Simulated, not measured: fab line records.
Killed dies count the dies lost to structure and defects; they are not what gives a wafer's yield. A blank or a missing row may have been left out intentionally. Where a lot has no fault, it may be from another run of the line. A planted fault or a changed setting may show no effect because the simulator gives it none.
8D (eight disciplines) problem report, filled in by code | flow gf180mcu | the parts of the form that need people (team, actions taken, sign-off) are left out

== 1. WHAT IS WRONG ==
cd_nm at GF_V5_CD_MEAS_14 reads a mean of 266.2 nm on 3 wafers of 3 lots; wafers without a fault read 260.3 nm with a standard deviation of 1.2. That puts it +4.9 standard deviations away from the usual mean.
The step: target cd 260 nm.
Earliest sighting: wafer L308.6 on cd_sem-01 at day 32 12:49. The record holds 38 wafers of 13 lots with a number at this step. The rule behind "out" and "out of limits": a value lying over 4 standard deviations away from the usual mean. The other wafers with a number count as sound.

== 2. WHAT IT IS, AND WHAT IT ISN'T ==
question                    | is                     | is not
which readings at this step | cd_nm                  | -
which lots                  | L308, L311, L313       | L291, L294, L295, L296, L297, L298, L300, L301, L303, L305
which wafers of those lots  | L308.6, L311.6, L313.6 | L308.3, L308.5, L311.1, L313.1, L313.2
read on which gauges        | cd_sem-01, cd_sem-02   | -
when                        | from day 32 12:49      | up to then (32 sound wafers); but 3 sound wafers of L311, L313 came after

== 3. WHAT RULES OUT EACH SUSPECT ==
Counting: any tool at a process step up to the reading remains a suspect provided it ran every lot that is out. Sound lots after the first of them don't rule it out here, since some wafers of a struck lot are sound.
- the gauge at GF_V5_CD_MEAS_14: ruled out. The wafers that are out were read on 2 gauges (cd_sem-01, cd_sem-02).
- krf_scanner-02 at GF_V5_EXPOSE_11 (exposes mask Via5, target cd 260 nm): kept. Ran every lot that is out, first one L308 (day 32 04:11); last sound lot up to then L305 (day 31 10:49).
The count leaves krf_scanner-02 at GF_V5_EXPOSE_11.

== 4. THE CAUSE (what the simulator had put in) ==
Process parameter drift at GF_V5_EXPOSE_11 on krf_scanner-02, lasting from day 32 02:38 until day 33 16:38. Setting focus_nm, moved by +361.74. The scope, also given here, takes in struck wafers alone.
Counting left only this tool.

== 5. SEQUENCE OF EFFECTS, ordered by route ==
Rows list readings where the struck wafers' mean (over those with a number) sits beyond 3 standard deviations from the usual. Readings are gone through only where the record gives a usual standard deviation; hours: the median, over the lots, of the time from a lot's start at the first step in this table giving one to that lot's start at this step; sigmas: the change measured in usual standard deviations.
hours | step             | reading | usual    | on struck wafers | change | sigmas
0     | GF_V5_CD_MEAS_14 | cd_nm   | 260.3 nm | 266.2            | +5.9   | +4.9

== 6. WHAT WOULD HAVE CAUGHT IT SOONER ==
The first out-of-limits reading at a measuring or inspecting step in this record came at day 32 12:49, 10 hours after the fault's start at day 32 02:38.
L311, L313, from the lots that are out (3), started GF_V5_EXPOSE_11 on krf_scanner-02 later than day 32 12:49. A hold on the tool at that time would have spared those 2.
